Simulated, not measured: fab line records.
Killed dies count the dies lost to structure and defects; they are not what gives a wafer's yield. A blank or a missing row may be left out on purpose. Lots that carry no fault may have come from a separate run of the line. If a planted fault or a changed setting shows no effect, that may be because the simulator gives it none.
fab line records -- flow sfqLine
record lots=14, wafers=42, lastDay=83
route steps=325 shown L0@3 L0V@24 I0@45
lots that met no fault: from a run of the same line without faults
startH: hours from the record's opening day to when the first of the lot's shown wafers began -- waitH: hours elapsed since this lot's preceding step -- " repeats the value in the row above -- L1.1+2: a single row standing in for several wafers -- - no value, or no start given -- * or withheld: withheld -- < > ~ a bound
route shown NAME@n: names a module that has steps shown in the file, with the first one's number in the route -- usual: mean/standard deviation taken from wafers without a fault -- same: alike in all rows -- chamber/n: place in a boat -- sites: per-site readings -- _std_site: the values' standard deviation -- _edge_site: the outer-site mean with the inner-site mean subtracted -- radiusMm: for every site, how far away it sits from the centre of the wafer -- mask NAME#n: copy n -- behind: the tool/chamber that last shaped the wafer -- hold: why the lot went on hold/how many hours it stayed there/how the hold came to an end -- device: transistor that didn't switch, given as n, p or np -- end of line: tests of these same wafers at the route's end -- for a step that has no rows: nothing shown but its recipe -- killed: dies that structure and defects cost at the first sort, which is not the same as the wafer's yield -- map: the dies of a wafer, with x for killed, . for not killed, _ for no die there
set.NAME: the setting that was run; set.NAME@STEP: the one run at that earlier step -- model.NAME: the simulator's own value behind a step, which no gauge read
steps of the route over a sample of lots; a table a step, a row a wafer
services: from which hour (startH, from the record's first day; less than 0 if before it) a tool's chamber was out of use, for how many hours, and why
## steps
# step SFQ_TRILAYER_L0_DEP_SPUTTER_003
# recipe material=MoNx_KI, basePressurePa=1.33e-06, targetThkNm=40, powerW=800, timeS=100, chamberPressurePa=0.4
# usual basePressurePa=1.34e-06/7.2e-08, cathodeDcPowerW=800.02/0.14, throttleValvePct=29.9/1.1
lot.wafer,tool,chamber,startH,waitH,basePressurePa,cathodeDcPowerW,throttleValvePct
L624.1,pvdSputter-06,-,12.49,0.0,1.33e-06,800.00,30.9
L624.4,pvdSputter-06,-,12.49,0.0,1.27e-06,799.90,28.1
L624.6,pvdSputter-06,-,12.49,0.0,1.34e-06,800.10,30.4
L625.1,pvdSputter-05,-,17.49,0.0,1.34e-06,800.25,31.3
L625.2,pvdSputter-05,-,17.49,0.0,1.28e-06,799.87,29.9
L625.4,pvdSputter-05,-,17.49,0.0,1.41e-06,799.89,29.2
L627.3,pvdSputter-03,-,27.49,0.0,1.23e-06,800.19,30.9
L627.4,pvdSputter-03,-,27.49,0.0,1.37e-06,799.83,31.4
L627.5,pvdSputter-03,-,27.49,0.0,1.36e-06,800.13,30.3
L630.3,pvdSputter-06,-,42.49,0.0,1.33e-06,799.92,27.8
L630.4,pvdSputter-06,-,42.49,0.0,1.45e-06,800.03,29.1
L630.6,pvdSputter-06,-,42.49,0.0,1.3e-06,800.10,28.3
L631.1,pvdSputter-06,-,47.49,0.0,1.39e-06,988.08,30.8
L631.3,pvdSputter-06,-,47.49,0.0,1.3e-06,988.25,28.3
L631.5,pvdSputter-06,-,47.49,0.0,1.29e-06,987.95,28.6
L632.2,pvdSputter-06,-,52.49,0.0,1.51e-06,988.22,28.4
L632.3,pvdSputter-06,-,52.49,0.0,1.22e-06,987.95,27.6
L632.6,pvdSputter-06,-,52.49,0.0,1.35e-06,987.90,30.7
L633.1,pvdSputter-03,-,57.49,0.0,1.32e-06,799.82,30.6
L633.3,pvdSputter-03,-,57.49,0.0,1.28e-06,799.91,28.9
L633.6,pvdSputter-03,-,57.49,0.0,1.35e-06,800.16,29.0
L634.2,pvdSputter-03,-,62.49,0.0,1.37e-06,800.18,30.7
L634.4,pvdSputter-03,-,62.49,0.0,1.32e-06,799.85,31.3
L634.6,pvdSputter-03,-,62.49,0.0,1.33e-06,799.91,30.6
L639.1,pvdSputter-03,-,87.49,0.0,1.34e-06,800.03,30.3
L639.4,pvdSputter-03,-,87.49,0.0,1.29e-06,800.21,31.5
L639.6,pvdSputter-03,-,87.49,0.0,1.34e-06,799.93,31.3
L640.1,pvdSputter-03,-,92.49,0.0,1.32e-06,800.08,31.4
L640.3,pvdSputter-03,-,92.49,0.0,1.39e-06,800.17,30.6
L640.5,pvdSputter-03,-,92.49,0.0,1.3e-06,799.82,28.7
L642.2,pvdSputter-03,-,102.49,0.0,1.3e-06,799.75,30.2
L642.3,pvdSputter-03,-,102.49,0.0,1.33e-06,800.03,31.3
L642.4,pvdSputter-03,-,102.49,0.0,1.32e-06,799.80,30.8
L644.1,pvdSputter-03,-,112.49,0.0,1.35e-06,799.84,30.2
L644.2,pvdSputter-03,-,112.49,0.0,1.33e-06,800.07,30.8
L644.4,pvdSputter-03,-,112.49,0.0,1.16e-06,800.22,30.1
L645.2,pvdSputter-05,-,117.49,0.0,1.46e-06,799.86,31.3
L645.3,pvdSputter-05,-,117.49,0.0,1.43e-06,799.88,30.0
L645.6,pvdSputter-05,-,117.49,0.0,1.28e-06,800.05,30.2
L647.1,pvdSputter-06,-,127.49,0.0,1.38e-06,800.02,28.4
L647.3,pvdSputter-06,-,127.49,0.0,1.33e-06,800.16,30.8
L647.4,pvdSputter-06,-,127.49,0.0,1.31e-06,799.94,27.9
# step SFQ_L0_RS_MEAS_901
# recipe thkMeasGauge=four-point-probe, reads=MoNx_KI_of_TRILAYER_L0_DEP_SPUTTER_003
# usual L0_MONX_KI_RS=43.4/0.52
lot.wafer,tool,chamber,startH,waitH,L0_MONX_KI_RS[ohm/sq]
L624.1,filmMetro-03,-,12.56,0.0,43.6
L624.4,filmMetro-03,-,12.56,0.0,43.1
L624.6,filmMetro-03,-,12.56,0.0,43.5
L625.1,filmMetro-03,-,17.56,0.0,43.8
L625.2,filmMetro-03,-,17.56,0.0,44.3
L625.4,filmMetro-03,-,17.56,0.0,43.5
L627.3,filmMetro-04,-,27.60,0.1,42.3
L627.4,filmMetro-04,-,27.60,0.1,42.8
L627.5,filmMetro-04,-,27.60,0.1,42.6
L630.3,filmMetro-03,-,42.60,0.1,44.3
L630.4,filmMetro-03,-,42.60,0.1,43.1
L630.6,filmMetro-03,-,42.60,0.1,43.7
L631.1,filmMetro-01,-,47.56,0.0,35.7
L631.3,filmMetro-01,-,47.56,0.0,35.5
L631.5,filmMetro-01,-,47.56,0.0,35.3
L632.2,filmMetro-01,-,52.58,0.1,34.9
L632.3,filmMetro-01,-,52.58,0.1,35.3
L632.6,filmMetro-01,-,52.58,0.1,35.1
L633.1,filmMetro-01,-,57.56,0.0,44.1
L633.3,filmMetro-01,-,57.56,0.0,43.7
L633.6,filmMetro-01,-,57.56,0.0,43.6
L634.2,filmMetro-03,-,62.58,0.1,43.3
L634.4,filmMetro-03,-,62.58,0.1,43.6
L634.6,filmMetro-03,-,62.58,0.1,43.2
L639.1,filmMetro-04,-,87.56,0.0,43.2
L639.4,filmMetro-04,-,87.56,0.0,43.3
L639.6,filmMetro-04,-,87.56,0.0,42.8
L640.1,filmMetro-04,-,92.56,0.0,43.1
L640.3,filmMetro-04,-,92.56,0.0,42.8
L640.5,filmMetro-04,-,92.56,0.0,43.0
L642.2,filmMetro-04,-,102.58,0.1,43.7
L642.3,filmMetro-04,-,102.58,0.1,43.7
L642.4,filmMetro-04,-,102.58,0.1,43.3
L644.1,filmMetro-03,-,112.56,0.0,44.0
L644.2,filmMetro-03,-,112.56,0.0,43.5
L644.4,filmMetro-03,-,112.56,0.0,44.2
L645.2,filmMetro-01,-,117.58,0.1,42.6
L645.3,filmMetro-01,-,117.58,0.1,42.7
L645.6,filmMetro-01,-,117.58,0.1,42.7
L647.1,filmMetro-04,-,127.56,0.0,43.0
L647.3,filmMetro-04,-,127.56,0.0,43.6
L647.4,filmMetro-04,-,127.56,0.0,44.0
# step SFQ_L0_THK_MEAS_902
# recipe thkMeasGauge=xrf, reads=MoNx_KI_of_TRILAYER_L0_DEP_SPUTTER_003
# usual L0_MONX_KI_THK=40.0/0.5
lot.wafer,tool,chamber,startH,waitH,L0_MONX_KI_THK[nm]
L624.1,filmMetro-03,-,12.68,0.1,39.9
L624.4,filmMetro-03,-,12.68,0.1,40.1
L624.6,filmMetro-03,-,12.68,0.1,40.0
L625.1,filmMetro-03,-,17.68,0.1,39.7
L625.2,filmMetro-03,-,17.68,0.1,39.1
L625.4,filmMetro-03,-,17.68,0.1,39.9
L627.3,filmMetro-04,-,27.70,0.1,40.7
L627.4,filmMetro-04,-,27.70,0.1,40.3
L627.5,filmMetro-04,-,27.70,0.1,40.5
L630.3,filmMetro-03,-,42.70,0.1,39.0
L630.4,filmMetro-03,-,42.70,0.1,40.3
L630.6,filmMetro-03,-,42.70,0.1,39.7
L631.1,filmMetro-01,-,47.68,0.1,48.9
L631.3,filmMetro-01,-,47.68,0.1,49.1
L631.5,filmMetro-01,-,47.68,0.1,49.3
L632.2,filmMetro-01,-,52.69,0.1,50.3
L632.3,filmMetro-01,-,52.69,0.1,48.7
L632.6,filmMetro-01,-,52.69,0.1,49.6
L633.1,filmMetro-01,-,57.68,0.1,39.4
L633.3,filmMetro-01,-,57.68,0.1,39.7
L633.6,filmMetro-01,-,57.68,0.1,39.8
L634.2,filmMetro-03,-,62.69,0.1,40.1
L634.4,filmMetro-03,-,62.69,0.1,39.6
L634.6,filmMetro-03,-,62.69,0.1,40.0
L639.1,filmMetro-04,-,87.68,0.1,40.1
L639.4,filmMetro-04,-,87.68,0.1,40.0
L639.6,filmMetro-04,-,87.68,0.1,40.6
L640.1,filmMetro-04,-,92.68,0.1,40.2
L640.3,filmMetro-04,-,92.68,0.1,40.5
L640.5,filmMetro-04,-,92.68,0.1,40.3
L642.2,filmMetro-04,-,102.69,0.1,39.8
L642.3,filmMetro-04,-,102.69,0.1,39.9
L642.4,filmMetro-04,-,102.69,0.1,40.3
L644.1,filmMetro-03,-,112.68,0.1,39.4
L644.2,filmMetro-03,-,112.68,0.1,39.6
L644.4,filmMetro-03,-,112.68,0.1,39.0
L645.2,filmMetro-01,-,117.69,0.1,40.9
L645.3,filmMetro-01,-,117.69,0.1,41.1
L645.6,filmMetro-01,-,117.69,0.1,41.0
L647.1,filmMetro-04,-,127.68,0.1,40.3
L647.3,filmMetro-04,-,127.68,0.1,39.7
L647.4,filmMetro-04,-,127.68,0.1,39.4
# step SFQ_TRILAYER_L0_ETCH_METAL_ETCH_008
# recipe target=MoNx_KI, stopOn=SiO2, maskMaterial=PR, chemistry=SF6/O2, targetDepthNm=50, icpW=600, biasW=80, pressureMtorr=10, timeS=25
# usual drypumpMotorCurrentA=5.8/0.56, oesProductAu=0.875/0.0075
lot.wafer,tool,chamber,startH,waitH,drypumpMotorCurrentA,oesProductAu,rfHoursCounterH
L624.1,rieMetal-03,1,76.87,0.0,6.5,0.874,159
L624.4,rieMetal-03,1,76.87,0.0,6.4,0.878,-
L624.6,rieMetal-03,0,76.87,0.0,6.3,0.882,-
L625.1,rieMetal-02,0,82.87,0.0,4.8,0.868,155
L625.2,rieMetal-02,1,82.87,0.0,6.0,0.861,79
L625.4,rieMetal-02,1,82.87,0.0,6.0,0.875,-
L627.3,rieMetal-02,1,97.29,0.0,6.0,0.882,-
L627.4,rieMetal-02,0,97.29,0.0,4.8,0.882,-
L627.5,rieMetal-02,0,97.29,0.0,4.8,0.887,-
L630.3,rieMetal-01,1,117.06,0.0,6.0,0.861,-
L630.4,rieMetal-01,0,117.06,0.0,5.9,0.881,-
L630.6,rieMetal-01,1,117.06,0.0,6.1,0.868,-
L631.1,rieMetal-02,0,121.84,0.0,4.8,0.978,160
L631.3,rieMetal-02,1,121.84,0.0,6.0,0.980,-
L631.5,rieMetal-02,1,121.84,0.0,6.0,0.987,-
L632.2,rieMetal-01,1,125.44,0.0,6.0,0.985,138
L632.3,rieMetal-01,1,125.44,0.0,6.1,0.972,-
L632.6,rieMetal-01,1,125.44,0.0,6.1,0.991,-
L633.1,rieMetal-03,1,127.90,0.1,6.5,0.865,172
L633.3,rieMetal-03,1,127.90,0.1,6.5,0.872,-
L633.6,rieMetal-03,1,127.90,0.1,6.5,0.869,-
L634.2,rieMetal-02,1,135.04,0.0,6.0,0.880,87
L634.4,rieMetal-02,1,135.04,0.0,6.0,0.872,-
L634.6,rieMetal-02,1,135.04,0.0,6.0,0.880,-
L639.1,rieMetal-01,1,163.64,0.0,6.1,0.877,145
L639.4,rieMetal-01,0,163.64,0.0,5.9,0.880,-
L639.6,rieMetal-01,0,163.64,0.0,5.9,0.883,-
L640.1,rieMetal-02,1,169.64,0.0,6.0,0.882,92
L640.3,rieMetal-02,1,169.64,0.0,6.0,0.884,-
L640.5,rieMetal-02,0,169.64,0.0,4.8,0.879,-
L642.2,rieMetal-01,0,181.77,0.0,5.9,0.874,95
L642.3,rieMetal-01,0,181.77,0.0,5.9,0.877,-
L642.4,rieMetal-01,1,181.77,0.0,6.1,0.871,-
L644.1,rieMetal-02,1,194.86,0.0,6.0,0.866,97
L644.2,rieMetal-02,0,194.86,0.0,4.8,0.876,173
L644.4,rieMetal-02,1,194.86,0.0,6.0,0.865,-
L645.2,rieMetal-01,1,202.17,0.0,6.1,0.881,152
L645.3,rieMetal-01,1,202.17,0.0,6.1,0.888,-
L645.6,rieMetal-01,1,202.17,0.0,6.1,0.882,-
L647.1,rieMetal-03,1,215.89,0.1,6.4,0.873,203
L647.3,rieMetal-03,1,215.89,0.1,6.4,0.870,-
L647.4,rieMetal-03,1,215.89,0.1,6.4,0.873,-
# step SFQ_TRILAYER_L0_VIA_BARC_OPEN_VIA_ETCH_021
# recipe maskMaterial=PR, chemistry=O2, targetDepthNm=125, target=BARC, sourceW=500, biasW=80, pressureMtorr=30, timeS=41.7
# usual drypumpMotorCurrentA=5.7/0.49, oesProductAu=0.685/0.0051
lot.wafer,tool,chamber,startH,waitH,drypumpMotorCurrentA,oesProductAu,rfHoursCounterH
L624.1,rieDiel-02,2,151.67,0.0,5.2,0.690,154
L624.4,rieDiel-02,1,151.67,0.0,5.7,0.684,8
L624.6,rieDiel-02,2,151.67,0.0,5.2,0.684,-
L625.1,rieDiel-02,3,160.02,0.0,6.2,0.694,26
L625.2,rieDiel-02,1,160.02,0.0,5.7,0.680,8
L625.4,rieDiel-02,2,160.02,0.0,5.2,0.686,154
L627.3,rieDiel-02,0,176.95,0.0,4.8,0.688,128
L627.4,rieDiel-02,1,176.95,0.0,5.7,0.687,8
L627.5,rieDiel-02,0,176.95,0.0,4.8,0.679,-
L630.3,rieDiel-02,0,204.55,0.0,4.8,0.688,128
L630.4,rieDiel-02,1,204.55,0.0,5.7,0.687,8
L630.6,rieDiel-02,0,204.55,0.0,4.8,0.678,-
L631.1,rieDiel-03,3,211.00,0.0,6.2,0.681,77
L631.3,rieDiel-03,2,211.00,0.0,6.1,0.690,89
L631.5,rieDiel-03,3,211.00,0.0,6.2,0.674,-
L632.2,rieDiel-04,2,214.60,0.0,6.2,0.677,94
L632.3,rieDiel-04,1,214.60,0.0,6.2,0.682,96
L632.6,rieDiel-04,0,214.60,0.0,5.5,0.689,-
L633.1,rieDiel-02,1,217.00,0.0,5.7,0.684,9
L633.3,rieDiel-02,0,217.00,0.0,4.8,0.691,128
L633.6,rieDiel-02,3,217.00,0.0,6.1,0.690,-
L634.2,rieDiel-04,3,220.60,0.0,5.6,0.697,2
L634.4,rieDiel-04,1,220.60,0.0,6.2,0.680,96
L634.6,rieDiel-04,2,220.60,0.0,6.2,0.692,-
L639.1,rieDiel-04,1,248.94,0.0,6.2,0.685,97
L639.4,rieDiel-04,2,248.94,0.0,6.2,0.684,94
L639.6,rieDiel-04,2,248.94,0.0,6.2,0.684,-
L640.1,rieDiel-02,1,254.94,0.0,5.7,0.684,9
L640.3,rieDiel-02,3,254.94,0.0,6.2,0.684,27
L640.5,rieDiel-02,0,254.94,0.0,4.8,0.681,-
L642.2,rieDiel-03,1,263.34,0.0,5.6,0.690,78
L642.3,rieDiel-03,3,263.34,0.0,6.2,0.679,78
L642.4,rieDiel-03,0,263.34,0.0,5.2,0.694,5
L644.1,rieDiel-04,2,276.54,0.0,6.2,0.680,95
L644.2,rieDiel-04,0,276.54,0.0,5.4,0.693,2
L644.4,rieDiel-04,3,276.54,0.0,5.6,0.686,3
L645.2,rieDiel-04,1,284.94,0.0,6.2,0.688,97
L645.3,rieDiel-04,0,284.94,0.0,5.5,0.684,3
L645.6,rieDiel-04,2,284.94,0.0,6.2,0.685,-
L647.1,rieDiel-04,1,299.34,0.0,6.3,0.680,97
L647.3,rieDiel-04,0,299.34,0.0,5.4,0.692,3
L647.4,rieDiel-04,1,299.34,0.0,6.2,0.681,-
# step SFQ_TRILAYER_L0_VIA_STRIP_STRIP_017
# recipe gas=O2, powerW=200, platenTempC=40, overashFraction=0.65, chemistry=O2, pressureMtorr=50
# usual drypumpMotorCurrentA=6.0/0.47, oesProductAu=0.995/0.0097
lot.wafer,tool,chamber,startH,waitH,drypumpMotorCurrentA,oesProductAu,rfHoursCounterH
L624.1,rieMetal-03,1,151.76,-,6.5,0.971,181
L624.4,rieMetal-03,1,151.76,-,6.4,0.980,-
L624.6,rieMetal-03,1,151.76,-,6.5,0.986,-
L625.1,rieMetal-03,1,160.11,-,6.5,0.979,183
L625.2,rieMetal-03,1,160.11,-,6.5,0.984,-
L625.4,rieMetal-03,1,160.11,-,6.5,0.975,-
L627.3,rieMetal-04,1,177.23,-,5.0,1.003,-
L627.4,rieMetal-04,0,177.23,-,6.2,0.999,-
L627.5,rieMetal-04,0,177.23,-,6.2,0.999,-
L630.3,rieMetal-01,0,204.83,-,5.8,1.001,-
L630.4,rieMetal-01,1,204.83,-,6.1,0.993,-
L630.6,rieMetal-01,0,204.83,-,5.8,0.988,-
L631.1,rieMetal-01,1,211.09,-,6.1,0.994,153
L631.3,rieMetal-01,1,211.09,-,6.1,1.005,-
L631.5,rieMetal-01,1,211.09,-,6.0,1.004,-
L632.2,rieMetal-01,0,214.69,-,5.8,0.987,99
L632.3,rieMetal-01,0,214.69,-,5.8,1.003,-
L632.6,rieMetal-01,0,214.69,-,5.9,0.991,-
L633.1,rieMetal-01,0,217.09,-,5.9,0.991,100
L633.3,rieMetal-01,0,217.09,-,5.9,0.992,-
L633.6,rieMetal-01,0,217.09,-,5.9,1.000,-
L634.2,rieMetal-04,0,220.69,-,6.2,0.993,114
L634.4,rieMetal-04,0,220.69,-,6.2,0.992,-
L634.6,rieMetal-04,0,220.69,-,6.2,0.983,-
L639.1,rieMetal-03,1,249.03,-,6.5,0.989,215
L639.4,rieMetal-03,1,249.03,-,6.5,0.983,-
L639.6,rieMetal-03,1,249.03,-,6.5,0.986,-
L640.1,rieMetal-01,0,255.03,-,5.8,1.001,107
L640.3,rieMetal-01,1,255.03,-,6.0,0.986,-
L640.5,rieMetal-01,0,255.03,-,5.8,0.996,-
L642.2,rieMetal-03,0,263.43,-,6.3,0.995,0
L642.3,rieMetal-03,0,263.43,-,6.3,0.993,-
L642.4,rieMetal-03,1,263.43,-,6.4,0.976,-
L644.1,rieMetal-01,1,276.63,-,6.1,0.997,164
L644.2,rieMetal-01,0,276.63,-,5.9,1.005,113
L644.4,rieMetal-01,0,276.63,-,5.9,0.988,-
L645.2,rieMetal-04,1,285.03,-,5.1,0.991,84
L645.3,rieMetal-04,0,285.03,-,6.2,1.006,-
L645.6,rieMetal-04,1,285.03,-,5.1,0.994,-
L647.1,rieMetal-03,0,299.43,-,6.3,0.991,5
L647.3,rieMetal-03,0,299.43,-,6.3,0.996,-
L647.4,rieMetal-03,0,299.43,-,6.3,0.989,-
# step SFQ_I0_BOW_MEAS_907
# recipe mode=bow
# usual I0_BOW=3/6.3
lot.wafer,tool,chamber,startH,waitH,I0_BOW[um]
L624.1,filmMetro-03,-,251.54,2.0,15
L624.4,filmMetro-03,-,251.54,2.0,5
L624.6,filmMetro-03,-,251.54,2.0,9
L625.1,filmMetro-04,-,254.00,2.5,5
L625.2,filmMetro-04,-,254.00,2.5,-2
L625.4,filmMetro-04,-,254.00,2.5,2
L627.3,filmMetro-04,-,264.88,1.5,7
L627.4,filmMetro-04,-,264.88,1.5,7
L627.5,filmMetro-04,-,264.88,1.5,12
L630.3,filmMetro-03,-,300.88,2.0,3
L630.4,filmMetro-03,-,300.88,2.0,4
L630.6,filmMetro-03,-,300.88,2.0,-2
L631.1,filmMetro-03,-,306.84,1.5,-17
L631.3,filmMetro-03,-,306.84,1.5,-6
L631.5,filmMetro-03,-,306.84,1.5,3
L632.2,filmMetro-04,-,312.60,2.5,14
L632.3,filmMetro-04,-,312.60,2.5,11
L632.6,filmMetro-04,-,312.60,2.5,0
L633.1,filmMetro-02,-,321.58,1.0,10
L633.3,filmMetro-02,-,321.58,1.0,0
L633.6,filmMetro-02,-,321.58,1.0,10
L634.2,filmMetro-04,-,324.10,1.5,3
L634.4,filmMetro-04,-,324.10,1.5,-4
L634.6,filmMetro-04,-,324.10,1.5,6
L639.1,filmMetro-03,-,357.55,2.0,5
L639.4,filmMetro-03,-,357.55,2.0,11
L639.6,filmMetro-03,-,357.55,2.0,12
L640.1,filmMetro-04,-,368.44,1.0,-4
L640.3,filmMetro-04,-,368.44,1.0,-4
L640.5,filmMetro-04,-,368.44,1.0,13
L642.2,filmMetro-03,-,377.35,1.0,8
L642.3,filmMetro-03,-,377.35,1.0,0
L642.4,filmMetro-03,-,377.35,1.0,-7
L644.1,filmMetro-03,-,398.58,2.5,13
L644.2,filmMetro-03,-,398.58,2.5,17
L644.4,filmMetro-03,-,398.58,2.5,1
L645.2,filmMetro-04,-,416.38,1.5,9
L645.3,filmMetro-04,-,416.38,1.5,0
L645.6,filmMetro-04,-,416.38,1.5,3
L647.1,filmMetro-02,-,432.96,2.0,2
L647.3,filmMetro-02,-,432.96,2.0,-2
L647.4,filmMetro-02,-,432.96,2.0,1
## services
tool,chamber,startH,hours,kind
rieDiel-02,2,4.84,11.5,repair
rieDiel-04,0,10.46,9.4,repair
rieDiel-04,-,27.31,0.2,repair
rieDiel-03,2,46.26,5.4,repair
rieMetal-02,-,47.64,1.4,pm
pvdSputter-06,-,49.47,1.5,repair
rieDiel-02,3,51.06,10.4,repair
rieDiel-02,2,80.40,8.7,repair
rieMetal-03,0,102.60,143.8,repair
rieMetal-01,-,112.10,2.8,pm
pvdSputter-03,-,134.98,2.4,repair
pvdSputter-03,-,181.83,0.6,repair
pvdSputter-03,-,194.26,1.2,repair
rieMetal-02,1,211.05,1.7,repair
rieMetal-01,1,216.92,7.1,repair
rieMetal-02,-,227.32,28.1,pm
pvdSputter-06,-,229.89,3.0,repair
rieMetal-01,-,235.00,0.5,repair
rieDiel-02,-,247.11,0.3,repair
rieMetal-03,0,273.31,14.8,repair
rieMetal-04,-,275.47,2.8,pm
rieMetal-03,1,282.83,11.1,repair
pvdSputter-03,-,285.35,2.5,repair
rieDiel-04,3,297.95,3.9,repair
## key
firstSign step=SFQ_TRILAYER_L0_DEP_SPUTTER_003, reading=cathodeDcPowerW, direction=up, sigmas=99+, usual=800.02, struck=988.06
effect step=SFQ_L0_RS_MEAS_901, reading=L0_MONX_KI_RS, direction=down, sigmas=16, usual=43.4, struck=35.3
effect step=SFQ_L0_THK_MEAS_902, reading=L0_MONX_KI_THK, direction=up, sigmas=19, usual=40.0, struck=49.3
effect step=SFQ_TRILAYER_L0_ETCH_METAL_ETCH_008, reading=oesProductAu, direction=up, sigmas=14, usual=0.875, struck=0.982
metAt SFQ_TRILAYER_L0_DEP_SPUTTER_003
struckLots L631,L632
notActingAt SFQ_TRILAYER_L0_VIA_BARC_OPEN_VIA_ETCH_021,SFQ_TRILAYER_L0_VIA_STRIP_STRIP_017,SFQ_I0_BOW_MEAS_907
onsetBetween 42.49 47.49
fault kind=processParameterDrift, tool=pvdSputter-06, chamber=-, onsetH=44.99, steps=SFQ_TRILAYER_L0_DEP_SPUTTER_003, channel=powerW, offset=188.03, shape=step, endH=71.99, actsIn=theseRecipesOnly, stated=800
